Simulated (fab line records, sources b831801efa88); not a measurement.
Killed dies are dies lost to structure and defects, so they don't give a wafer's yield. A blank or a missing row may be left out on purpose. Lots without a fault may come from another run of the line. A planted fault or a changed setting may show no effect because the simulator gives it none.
Which tool did it? | flow gf180mcu | 12 lots, 34 wafers sampled, at 6 steps of a route of 602

WHAT THE GAUGES READ, wafer by wafer
GF_MVPSD_TW_MEAS_11. Usual: MVPSD_TW 558.0, standard deviation 2.5.
lot  | measured     | on            | MVPSD_TW          | flag
L911 | day 5 01:22  | film_metro-02 | 556.1 557.8 558.0 |
L912 | day 5 06:01  | film_metro-01 | 559.0 560.8 559.8 |
L914 | day 5 19:26  | film_metro-02 | 555.2 555.4 553.9 |
L916 | day 6 07:34  | film_metro-04 | 556.2 557.1 556.0 |
L922 | day 7 16:21  | film_metro-01 | 558.8 558.7       |
L923 | day 8 00:03  | film_metro-02 | 555.3 556.6       |
L927 | day 8 21:37  | film_metro-04 | 551.2 555.4 553.0 |
L930 | day 10 02:59 | film_metro-01 | 562.0 560.9 560.8 |
L931 | day 10 03:03 | film_metro-02 | 561.1 558.0 558.4 |
L932 | day 10 13:14 | film_metro-04 | 558.8 557.2 556.6 |
L933 | day 10 13:35 | film_metro-01 | 560.1 559.5 561.8 |
L934 | day 10 19:13 | film_metro-02 | 557.1 558.4 556.5 |

GF_PSD_RS_MEAS_14: measures by four-point-probe. Usual: NSD_RS 46.18 ohm/sq, standard deviation 0.092.
lot  | measured     | on            | NSD_RS (ohm/sq)   | flag
L911 | day 14 05:43 | film_metro-02 | 46.18 46.29 46.22 |
L912 | day 14 15:38 | film_metro-03 | 46.08 46.21 46.16 |
L914 | day 15 04:31 | film_metro-01 | 46.13 46.10 46.26 |
L916 | day 16 04:25 | film_metro-03 | 46.20 46.09 46.14 |
L922 | day 18 00:26 | film_metro-02 | 46.21 40.99       | OFF
L923 | day 18 10:41 | film_metro-02 | 46.14 40.90       | OFF
L927 | day 19 19:09 | film_metro-01 | 46.17 46.28 46.29 |
L930 | day 21 10:39 | film_metro-02 | 46.19 46.12 46.05 |
L931 | day 21 11:37 | film_metro-03 | 46.27 46.14 46.18 |
L932 | day 22 01:07 | film_metro-02 | 45.99 45.96 46.04 |
L933 | day 22 00:50 | film_metro-03 | 46.39 46.21 46.25 |
L934 | day 22 06:35 | film_metro-01 | 46.08 46.06 46.20 |

GF_PSD_RS_MEAS_15: measures by four-point-probe. Usual: PSD_RS 108.62 ohm/sq, standard deviation 0.28.
lot  | measured     | on            | PSD_RS (ohm/sq)      | flag
L911 | day 14 05:50 | film_metro-02 | 108.71 108.74 108.92 |
L912 | day 14 15:46 | film_metro-03 | 108.73 109.01 108.70 |
L914 | day 15 04:38 | film_metro-01 | 108.71 108.19 108.68 |
L916 | day 16 04:32 | film_metro-03 | 108.22 108.42 108.35 |
L922 | day 18 00:34 | film_metro-02 | 108.57 99.34         | OFF
L923 | day 18 10:49 | film_metro-02 | 108.67 99.29         | OFF
L927 | day 19 19:16 | film_metro-01 | 108.84 108.79 108.85 |
L930 | day 21 10:46 | film_metro-02 | 108.73 108.32 108.52 |
L931 | day 21 11:44 | film_metro-03 | 108.53 108.69 108.69 |
L932 | day 22 01:14 | film_metro-02 | 108.13 108.30 108.53 |
L933 | day 22 00:57 | film_metro-03 | 108.95 108.88 108.40 |
L934 | day 22 06:42 | film_metro-01 | 108.40 108.26 108.41 |

GF_M2_RS_MEAS_05: measures by four-point-probe. Usual: M2_ALCU_RS 0.0697 ohm/sq, standard deviation 0.00081.
lot  | measured     | on            | M2_ALCU_RS (ohm/sq)  | flag
L911 | day 18 03:38 | film_metro-03 | 0.0697 0.0688 0.0689 |
L912 | day 18 16:12 | film_metro-02 | 0.0699 0.0700 0.0707 |
L914 | day 19 07:08 | film_metro-03 | 0.0688 0.0686 0.0688 |
L916 | day 20 10:23 | film_metro-02 | 0.0694 0.0693 0.0692 |
L922 | day 22 06:30 | film_metro-03 | 0.0700 0.0697        |
L923 | day 22 17:38 | film_metro-03 | 0.0705 0.0720        |
L927 | day 24 00:38 | film_metro-04 | 0.0685 0.0688 0.0696 |
L930 | day 25 11:13 | film_metro-03 | 0.0698 0.0701 0.0691 |
L931 | day 25 12:14 | film_metro-03 | 0.0680 0.0696 0.0678 |
L932 | day 26 00:32 | film_metro-04 | 0.0689 0.0697 0.0692 |
L933 | day 25 23:29 | film_metro-02 | 0.0713 0.0697 0.0714 |
L934 | day 26 05:59 | film_metro-02 | 0.0690 0.0700 0.0692 |

WHICH TOOL RAN EACH LOT (tool, then ch and the chambers of the sampled wafers, then the start)
lot  | GF_VT_IMPLANT_STRIP_31               | GF_PSD_RTA_13
L911 | plasma_asher-02 ch 0,1, day 6 21:04  | rtp_anneal-02 ch 0, day 14 05:38
L912 | plasma_asher-01 ch 0,1, day 7 02:11  | rtp_anneal-01 ch 0, day 14 15:32
L914 | plasma_asher-02 ch 0,1, day 7 15:43  | rtp_anneal-02 ch 0, day 15 04:26
L916 | plasma_asher-03 ch 0, day 8 05:16    | rtp_anneal-02 ch 0, day 16 04:19
L922 | plasma_asher-02 ch 1, day 9 18:44    | rtp_anneal-01 ch 0, day 18 00:17
L923 | plasma_asher-02 ch 1, day 10 02:35   | rtp_anneal-01 ch 0, day 18 10:35
L927 | plasma_asher-03 ch 0,1, day 11 02:49 | rtp_anneal-02 ch 0, day 19 19:04
L930 | plasma_asher-01 ch 0,1, day 12 10:59 | rtp_anneal-01 ch 0, day 21 10:33
L931 | plasma_asher-02 ch 0,1, day 12 11:56 | rtp_anneal-02 ch 0, day 21 11:32
L932 | plasma_asher-02 ch 0,1, day 12 22:57 | rtp_anneal-01 ch 0, day 22 01:01
L933 | plasma_asher-03 ch 1, day 12 23:15   | rtp_anneal-01 ch 0, day 22 00:44
L934 | plasma_asher-02 ch 0, day 13 04:21   | rtp_anneal-01 ch 0, day 22 06:29
- GF_VT_IMPLANT_STRIP_31: strips in O2/N2.
- GF_PSD_RTA_13: time 20 s.

WHAT THE TOOLS THEMSELVES READ (means of the sampled wafers that have a number; where no wafer has one, the mark that the record gives instead)
GF_VT_IMPLANT_STRIP_31. Usual: chamber_pressure_mTorr 1500.0 mTorr, standard deviation 1.3; drypump_motor_current_A 5.5 A, standard deviation 0.47; heater_power_w 347 W, standard deviation 57; n2_flow_sccm 300.0 sccm, standard deviation 0.84; oes_product_au 0.716 a.u., standard deviation 0.0045; strip_time_to_endpoint_s 12.66 s, standard deviation 0.035.
lot  | tool            | chamber_pressure_mTorr (mTorr) | drypump_motor_current_A (A) | heater_power_w (W) | n2_flow_sccm (sccm) | oes_product_au (a.u.) | strip_time_to_endpoint_s (s) | flag
L911 | plasma_asher-02 | 1500.2                         | 5.2                         | 377                | 299.9               | 0.713                 | 12.68                        |
L912 | plasma_asher-01 | 1500.1                         | 5.9                         | 363                | 300.8               | 0.722                 | 12.70                        |
L914 | plasma_asher-02 | 1499.7                         | 5.1                         | 378                | 300.3               | 0.717                 | 12.65                        |
L916 | plasma_asher-03 | 1499.2                         | 5.0                         | 266                | 299.9               | 0.717                 | 12.69                        |
L922 | plasma_asher-02 | 1500.6                         | 5.1                         | 412                | 299.9               | 0.716                 | 12.57                        |
L923 | plasma_asher-02 | 1498.7                         | 5.2                         | 416                | 297.9               | 0.718                 | 12.66                        |
L927 | plasma_asher-03 | 1499.6                         | 5.4                         | 276                | 300.0               | 0.720                 | 12.64                        |
L930 | plasma_asher-01 | 1499.8                         | 5.9                         | 362                | 300.6               | 0.713                 | 12.66                        |
L931 | plasma_asher-02 | 1499.1                         | 5.2                         | 380                | 299.7               | 0.717                 | 12.67                        |
L932 | plasma_asher-02 | 1501.8                         | 5.2                         | 386                | 299.1               | 0.716                 | 12.61                        |
L933 | plasma_asher-03 | 1501.1                         | 6.1                         | 285                | 299.5               | 0.712                 | 12.65                        |
L934 | plasma_asher-02 | 1499.2                         | 5.1                         | 321                | 299.0               | 0.719                 | 12.68                        |

GF_PSD_RTA_13. Usual: anneal_temp_c_max 1029.0, standard deviation 1.1; lamp_power_pct 37 %, standard deviation 3; run_length_s 49.0 s, standard deviation 0.5; wafer_temp_C_max 1029.7, standard deviation 1.8.
lot  | tool          | anneal_temp_c_max | lamp_power_pct (%) | run_length_s (s) | wafer_temp_C_max | flag
L911 | rtp_anneal-02 | 1029.7            | 40                 | 49.2             | 1027.7           |
L912 | rtp_anneal-01 | 1028.1            | 34                 | 48.8             | 1031.5           |
L914 | rtp_anneal-02 | 1030.1            | 40                 | 49.1             | 1027.3           |
L916 | rtp_anneal-02 | 1029.9            | 40                 | 49.1             | 1028.3           |
L922 | rtp_anneal-01 | 1028.4            | 34                 | 67.0             | 1032.4           | OFF
L923 | rtp_anneal-01 | 1027.8            | 34                 | 64.8             | 1031.5           | OFF
L927 | rtp_anneal-02 | 1029.8            | 40                 | 49.3             | 1028.3           |
L930 | rtp_anneal-01 | 1028.5            | 34                 | 48.5             | 1031.0           |
L931 | rtp_anneal-02 | 1029.9            | 40                 | 49.3             | 1027.7           |
L932 | rtp_anneal-01 | 1028.9            | 34                 | 48.9             | 1030.7           |
L933 | rtp_anneal-01 | 1028.4            | 34                 | 48.5             | 1031.7           |
L934 | rtp_anneal-01 | 1027.7            | 34                 | 48.8             | 1031.3           |

THE ANSWER, worked out from the rows above alone
Rule: a lot is off if the mean of its wafers that have a number lies more than 3 standard deviations from the usual mean. A lot without any number at a reading at which 4 lots or more have one is off too. The other lots that the step has rows for count as sound. The gauges are gone through in route order, then the tools' own readings, and for those a lot's mean is taken as printed above. The first step at which some lot is off is used, and at that step the reading that is off furthest; a lot without a number counts as furthest.
Off: L922, L923, at GF_PSD_RS_MEAS_14 (NSD_RS).
A tool fits if, at a process step before that reading, it ran every lot that is off, and no sound lot after the first of them. The gauges at GF_PSD_RS_MEAS_14 aren't tried: what is off there is off at GF_PSD_RTA_13 too, on other tools, and a gauge's error can't cause that. None of those tried fits.

WHAT THE SIMULATOR HAD PUT IN
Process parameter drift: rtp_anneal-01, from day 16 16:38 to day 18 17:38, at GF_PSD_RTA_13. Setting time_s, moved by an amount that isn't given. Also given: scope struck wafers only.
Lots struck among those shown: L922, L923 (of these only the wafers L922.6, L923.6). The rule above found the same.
